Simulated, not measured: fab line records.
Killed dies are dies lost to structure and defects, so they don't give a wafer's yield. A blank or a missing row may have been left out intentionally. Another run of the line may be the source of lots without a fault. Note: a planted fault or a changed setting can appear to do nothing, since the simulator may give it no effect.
Struck lot and sound lot, side by side | flow sky130 | 18 out of 708 route steps
Sound: wafers L861.2, L861.4, L861.6. The struck wafers were L866.1, L866.5, L866.6. Last of all comes the cause.
For every step that has rows: the tool of each side, followed by ch and its chambers, followed by its first start. Under that, the readings that differ: sound wafers | struck wafers | difference of the means | sigmas: that difference in standard deviations of wafers without a fault.
alike: same words and numbers on both sides, and readings whose means sit less than 2 such deviations apart. not compared: any withheld reading, any reading some wafer has no value for, any bound like >300 that may hide the same value, and any number with overlapping values for which the record gives no deviation.
Wherever a step has rows on one side only, a row that says differs or no value, or a row with sigmas, the two part there. Numbers that don't overlap but have no deviation are shown without sigmas and don't part them. A reading missing from all wafers of one side parts the sides only when that side holds two or more wafers.

first, 3 steps without rows for these wafers: SKY_VT_ADJUST_NCORE_EXPOSE_04 (exposes mask LVTN COMPLEMENT THIN, target cd 380 nm); SKY_VT_ADJUST_NCORE_PEB_05; SKY_VT_ADJUST_NCORE_DEVELOP_06 (develop time 60 s).
SKY_VT_ADJUST_NCORE_CD_MEAS_07 targets a cd of 380 nm.
  sound on cd sem-01, day 8 13:42; struck on cd sem-01, day 10 16:56
  alike: cd nm
SKY_VT_ADJUST_NCORE_OVL_MEAS_08:
  sound on overlay-02, day 8 13:48; struck on overlay-01, day 10 17:03
  alike: VT_ADJUST_NCORE_OVL
next, for these wafers, 1 step has no rows: SKY_VT_ADJUST_NCORE_IMPLANT_09.
SKY_VT_ADJUST_NCORE_STRIP_10: strips in O2/N2.
  sound on plasma asher-02 ch 1, day 8 13:59; struck on plasma asher-01 ch 0,1, day 10 17:14
  alike: drypump motor current A, oes product au, strip time to endpoint s
  not compared: rf hours counter h
SKY_VT_ADJUST_NCORE_TW_MEAS_11:
  sound on film metro-01, day 8 14:05; struck on film metro-01, day 10 17:20
  alike: VT_ADJUST_NCORE_TW
then, 4 steps without rows for these wafers: SKY_VT_ADJUST_HVTR_DEHYDRATE_00 (time 60 s); SKY_VT_ADJUST_HVTR_HMDS_01 (prime time 60 s); SKY_VT_ADJUST_HVTR_COAT_02 (resist thk 1140 nm); SKY_VT_ADJUST_HVTR_SOFTBAKE_03 (time 60 s).
SKY_VT_ADJUST_HVTR_EXPOSE_04: exposes mask HVTRM, target cd 380 nm.
  sound on iline stepper-02 ch 0, day 9 00:41; struck on iline stepper-01 ch 0, day 11 04:28
  alike: mask
next, for these wafers, 1 step has no rows: SKY_VT_ADJUST_HVTR_PEB_05.
SKY_VT_ADJUST_HVTR_DEVELOP_06: develop time 57.6 s.
  sound on litho track-02 ch 0, day 9 10:53; struck on litho track-01 ch 0, day 11 16:26
  reading                         | sound           | struck            | difference | sigmas
  model.VT_ADJUST_HVTR.cd nm (nm) | 382 382.1 384.7 | 369.3 367.2 371.7 | -13.5      |
  alike: developer temp C, resist line temp C
SKY_VT_ADJUST_HVTR_CD_MEAS_07 targets a cd of 380 nm.
  sound on cd sem-01, day 9 11:02; struck on cd sem-01, day 11 16:35
  reading    | sound             | struck            | difference | sigmas
  cd nm (nm) | 382.3 382.1 384.8 | 369.7 367.1 371.8 | -13.5      | -5
SKY_VT_ADJUST_HVTR_OVL_MEAS_08:
  sound on overlay-02, day 9 11:08; struck on overlay-02, day 11 16:42
  alike: VT_ADJUST_HVTR_OVL
next, for these wafers, 1 step has no rows: SKY_PAD_OPEN_PROBE_99.

== WHERE THEY PART ==
Only at SKY_VT_ADJUST_HVTR_CD_MEAS_07, as far as this record shows. Later steps at which nothing parts them and some readings are alike: SKY_VT_ADJUST_HVTR_OVL_MEAS_08.

WHY: what the simulator had put in
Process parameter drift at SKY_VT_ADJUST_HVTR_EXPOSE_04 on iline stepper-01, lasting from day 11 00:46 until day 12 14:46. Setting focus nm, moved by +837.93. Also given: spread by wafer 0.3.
